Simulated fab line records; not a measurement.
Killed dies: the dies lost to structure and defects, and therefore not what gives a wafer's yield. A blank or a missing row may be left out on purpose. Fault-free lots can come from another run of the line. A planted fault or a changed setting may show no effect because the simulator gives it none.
The tool behind it: which one? || flow gf180mcu || 14 lots with 42 wafers sampled at 4 steps, on a route of 602 steps

## WHAT THE GAUGES READ, wafer by wafer
GF_CONTACT_RS_MEAS_25: a four-point-probe measurement.
{"lot": "L951", "measured": "day 16 15:44", "on": "film metro-03", "CONTACT_W_RS (ohm/sq)": "0.381 0.375 0.374"}
{"lot": "L953", "measured": "day 17 10:16", "on": "film metro-03", "CONTACT_W_RS (ohm/sq)": "0.381 0.381 0.376"}
{"lot": "L955", "measured": "day 18 02:24", "on": "film metro-03", "CONTACT_W_RS (ohm/sq)": "0.380 0.383 0.378"}
{"lot": "L956", "measured": "day 18 12:40", "on": "film metro-04", "CONTACT_W_RS (ohm/sq)": "0.379 0.375 0.377"}
{"lot": "L959", "measured": "day 19 13:38", "on": "film metro-02", "CONTACT_W_RS (ohm/sq)": "0.382 0.380 0.377"}
{"lot": "L960", "measured": "day 19 23:22", "on": "film metro-04", "CONTACT_W_RS (ohm/sq)": "0.383 0.379 0.378"}
{"lot": "L961", "measured": "day 20 04:20", "on": "film metro-04", "CONTACT_W_RS (ohm/sq)": "0.379 0.372 0.379"}
{"lot": "L962", "measured": "day 20 17:52", "on": "film metro-02", "CONTACT_W_RS (ohm/sq)": "0.382 0.386 0.383"}
{"lot": "L963", "measured": "day 21 01:43", "on": "film metro-02", "CONTACT_W_RS (ohm/sq)": "0.381 0.383 0.382"}
{"lot": "L966", "measured": "day 21 20:05", "on": "film metro-02", "CONTACT_W_RS (ohm/sq)": "0.383 0.384 0.376"}
{"lot": "L967", "measured": "day 22 05:39", "on": "film metro-03", "CONTACT_W_RS (ohm/sq)": "0.381 0.385 0.380"}
{"lot": "L969", "measured": "day 23 02:50", "on": "film metro-03", "CONTACT_W_RS (ohm/sq)": "0.379 0.384 0.377"}
{"lot": "L970", "measured": "day 23 03:39", "on": "film metro-04", "CONTACT_W_RS (ohm/sq)": "0.381 0.378 0.386"}
{"lot": "L972", "measured": "day 23 20:50", "on": "film metro-03", "CONTACT_W_RS (ohm/sq)": "0.382 0.377 0.382"}

GF_M1_RS_MEAS_05: a four-point-probe measurement.
{"lot": "L951", "measured": "day 16 16:26", "on": "film metro-03", "M1_ALCU_RS (ohm/sq)": "0.0690 0.0686 0.0683"}
{"lot": "L953", "measured": "day 17 10:58", "on": "film metro-02", "M1_ALCU_RS (ohm/sq)": "0.0707 0.0692 0.0691"}
{"lot": "L955", "measured": "day 18 03:06", "on": "film metro-01", "M1_ALCU_RS (ohm/sq)": "0.0707 0.0697 0.0698"}
{"lot": "L956", "measured": "day 18 13:22", "on": "film metro-02", "M1_ALCU_RS (ohm/sq)": "0.0692 0.0676 0.0688"}
{"lot": "L959", "measured": "day 19 14:20", "on": "film metro-02", "M1_ALCU_RS (ohm/sq)": "0.0707 0.0694 0.0699"}
{"lot": "L960", "measured": "day 20 00:11", "on": "film metro-02", "M1_ALCU_RS (ohm/sq)": "0.0698 0.0708 0.0702"}
{"lot": "L961", "measured": "day 20 05:02", "on": "film metro-02", "M1_ALCU_RS (ohm/sq)": "0.0684 0.0686 0.0677"}
{"lot": "L962", "measured": "day 20 18:47", "on": "film metro-03", "M1_ALCU_RS (ohm/sq)": "0.0684 0.0681 0.0681"}
{"lot": "L963", "measured": "day 21 02:25", "on": "film metro-03", "M1_ALCU_RS (ohm/sq)": "0.0691 0.0685 0.0690"}
{"lot": "L966", "measured": "day 21 20:47", "on": "film metro-02", "M1_ALCU_RS (ohm/sq)": "0.0691 0.0683 0.0688"}
{"lot": "L967", "measured": "day 22 06:21", "on": "film metro-03", "M1_ALCU_RS (ohm/sq)": "0.0696 0.0694 0.0701"}

## EACH LOT AND THE TOOL THAT RAN IT (in order: tool; ch and the chambers of the sampled wafers; start)
{"lot": "L951", "GF_CONTACT_CMP_27": "cmp-01 ch 1,3, day 16 15:54", "GF_M1_SPUTTER_01": "pvd sputter-03, day 16 16:18"}
{"lot": "L953", "GF_CONTACT_CMP_27": "cmp-01 ch 0,2,3, day 17 10:27", "GF_M1_SPUTTER_01": "pvd sputter-02, day 17 10:51"}
{"lot": "L955", "GF_CONTACT_CMP_27": "cmp-02 ch 1,2,3, day 18 02:34", "GF_M1_SPUTTER_01": "pvd sputter-01, day 18 02:58"}
{"lot": "L956", "GF_CONTACT_CMP_27": "cmp-01 ch 0,2,3, day 18 12:53", "GF_M1_SPUTTER_01": "pvd sputter-01, day 18 13:14"}
{"lot": "L959", "GF_CONTACT_CMP_27": "cmp-02 ch 0,1,3, day 19 13:48", "GF_M1_SPUTTER_01": "pvd sputter-02, day 19 14:12"}
{"lot": "L960", "GF_CONTACT_CMP_27": "cmp-01 ch 0,1,3, day 19 23:43", "GF_M1_SPUTTER_01": "pvd sputter-01, day 20 00:04"}
{"lot": "L961", "GF_CONTACT_CMP_27": "cmp-01 ch 0,1,2, day 20 04:37", "GF_M1_SPUTTER_01": "pvd sputter-03, day 20 04:55"}
{"lot": "L962", "GF_CONTACT_CMP_27": "cmp-02 ch 0,2, day 20 18:19", "GF_M1_SPUTTER_01": "pvd sputter-03, day 20 18:40"}
{"lot": "L963", "GF_CONTACT_CMP_27": "cmp-02 ch 0,3, day 21 01:52", "GF_M1_SPUTTER_01": "pvd sputter-02, day 21 02:16"}
{"lot": "L966", "GF_CONTACT_CMP_27": "cmp-01 ch 0,1,3, day 21 20:19", "GF_M1_SPUTTER_01": "pvd sputter-02, day 21 20:40"}
{"lot": "L967", "GF_CONTACT_CMP_27": "cmp-01 ch 0,2, day 22 05:50", "GF_M1_SPUTTER_01": "pvd sputter-02, day 22 06:14"}
{"lot": "L969", "GF_CONTACT_CMP_27": "cmp-01 ch 0,1,3, day 23 03:01", "GF_M1_SPUTTER_01": "-"}
{"lot": "L970", "GF_CONTACT_CMP_27": "cmp-01 ch 0,2,3, day 23 03:47", "GF_M1_SPUTTER_01": "-"}
{"lot": "L972", "GF_CONTACT_CMP_27": "cmp-01 ch 0,1,2, day 23 21:07", "GF_M1_SPUTTER_01": "-"}
- GF_CONTACT_CMP_27: polishes, stops on SiO2, t overpolish 15 s, target thk 0 nm.
- GF_M1_SPUTTER_01: material TiN, target thk 30 nm, time 25 s.

## WHAT THE TOOLS THEMSELVES READ (means of the sampled wafers that have a number; where no wafer has one, the mark that the record gives instead)
GF_CONTACT_CMP_27.
{"lot": "L951", "tool": "cmp-01", "head pressure psi (psi)": 3.505, "motor current A (A)": 10.1, "overpolish run s (s)": 15.007, "time to endpoint s (s)": 77}
{"lot": "L953", "tool": "cmp-01", "head pressure psi (psi)": 3.499, "motor current A (A)": 10.5, "overpolish run s (s)": 15.003, "time to endpoint s (s)": 79}
{"lot": "L955", "tool": "cmp-02", "head pressure psi (psi)": 3.506, "motor current A (A)": 11.6, "overpolish run s (s)": 15.009, "time to endpoint s (s)": 75}
{"lot": "L956", "tool": "cmp-01", "head pressure psi (psi)": 3.496, "motor current A (A)": 10.5, "overpolish run s (s)": 15.000, "time to endpoint s (s)": 75}
{"lot": "L959", "tool": "cmp-02", "head pressure psi (psi)": 3.506, "motor current A (A)": 11.0, "overpolish run s (s)": 15.002, "time to endpoint s (s)": 72}
{"lot": "L960", "tool": "cmp-01", "head pressure psi (psi)": 3.502, "motor current A (A)": 10.3, "overpolish run s (s)": 15.002, "time to endpoint s (s)": 72}
{"lot": "L961", "tool": "cmp-01", "head pressure psi (psi)": 3.496, "motor current A (A)": 10.4, "overpolish run s (s)": 14.996, "time to endpoint s (s)": 74}
{"lot": "L962", "tool": "cmp-02", "head pressure psi (psi)": 3.504, "motor current A (A)": 10.6, "overpolish run s (s)": 15.000, "time to endpoint s (s)": 72}
{"lot": "L963", "tool": "cmp-02", "head pressure psi (psi)": 3.502, "motor current A (A)": 10.4, "overpolish run s (s)": 15.001, "time to endpoint s (s)": 71}
{"lot": "L966", "tool": "cmp-01", "head pressure psi (psi)": 3.501, "motor current A (A)": 10.2, "overpolish run s (s)": 14.997, "time to endpoint s (s)": 72}
{"lot": "L967", "tool": "cmp-01", "head pressure psi (psi)": 3.502, "motor current A (A)": 10.0, "overpolish run s (s)": 14.995, "time to endpoint s (s)": 76}
{"lot": "L969", "tool": "cmp-01", "head pressure psi (psi)": 1.216, "motor current A (A)": 6.1, "overpolish run s (s)": 0.043, "time to endpoint s (s)": 115}
{"lot": "L970", "tool": "cmp-01", "head pressure psi (psi)": 1.219, "motor current A (A)": 6.0, "overpolish run s (s)": 0.036, "time to endpoint s (s)": 114}
{"lot": "L972", "tool": "cmp-01", "head pressure psi (psi)": 1.208, "motor current A (A)": 5.9, "overpolish run s (s)": 0.039, "time to endpoint s (s)": 114}

GF_M1_SPUTTER_01.
{"lot": "L951", "tool": "pvd sputter-03", "throttle valve pct (%)": 31.1}
{"lot": "L953", "tool": "pvd sputter-02", "throttle valve pct (%)": 30.9}
{"lot": "L955", "tool": "pvd sputter-01", "throttle valve pct (%)": 30.2}
{"lot": "L956", "tool": "pvd sputter-01", "throttle valve pct (%)": 30.1}
{"lot": "L959", "tool": "pvd sputter-02", "throttle valve pct (%)": 30.5}
{"lot": "L960", "tool": "pvd sputter-01", "throttle valve pct (%)": 29.9}
{"lot": "L961", "tool": "pvd sputter-03", "throttle valve pct (%)": 31.3}
{"lot": "L962", "tool": "pvd sputter-03", "throttle valve pct (%)": 31.2}
{"lot": "L963", "tool": "pvd sputter-02", "throttle valve pct (%)": 31.7}
{"lot": "L966", "tool": "pvd sputter-02", "throttle valve pct (%)": 30.2}
{"lot": "L967", "tool": "pvd sputter-02", "throttle valve pct (%)": 31.1}

## THE ANSWER, worked out from the rows above alone
Rule: usual is defined by the lots themselves. The widest of any qualifying gaps counts: lots, ordered by their means at a reading, are off when they make up no more than a third of the lots, leave a main group of 4 or more, and stand apart from it by 3 or more times the standard deviation of that group's means. The tables above print the reading to a certain number of digits; a main group whose means all agree to those digits is not used. A lot without any number at a reading at which 4 lots or more have one is off too. The other lots that the step has rows for count as sound. The gauges are gone through in route order, then the tools' own readings, and for those a lot's mean is taken as printed above. At the first step where some lot is off, the reading lying furthest off is the one used; lots without a number count as furthest.
Off: L969, L970, L972, at GF_CONTACT_CMP_27 (overpolish run s). Mean 15.001 s and standard deviation 0.0041 in the main group.
A tool fits if, at that step or a process step before it, it ran every lot that is off, and no sound lot after the first of them. One candidate fits, namely cmp-01 at GF_CONTACT_CMP_27. A fault onset in the window from L967 (day 22 05:50, its last sound lot) to L969 (day 23 03:01, its first lot off) fits.
The tool's own readings at GF_CONTACT_CMP_27 bear it out: on the lots that are off they differ by more than 5 times the standard deviation of the sound lots' means. head pressure psi reads 1.214 psi there against 3.502 psi on the sound lots; motor current A reads 6.0 A there against 10.5 A on the sound lots; overpolish run s reads 0.039 s there against 15.001 s on the sound lots; time to endpoint s reads 114 s there against 74 s on the sound lots.

## WHAT WAS PUT IN BY THE SIMULATOR
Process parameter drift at GF_CONTACT_CMP_27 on cmp-01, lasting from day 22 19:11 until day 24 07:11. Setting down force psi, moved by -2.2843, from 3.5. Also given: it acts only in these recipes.
Struck lots among those shown: L969, L970, L972. Same finding as the rule above.
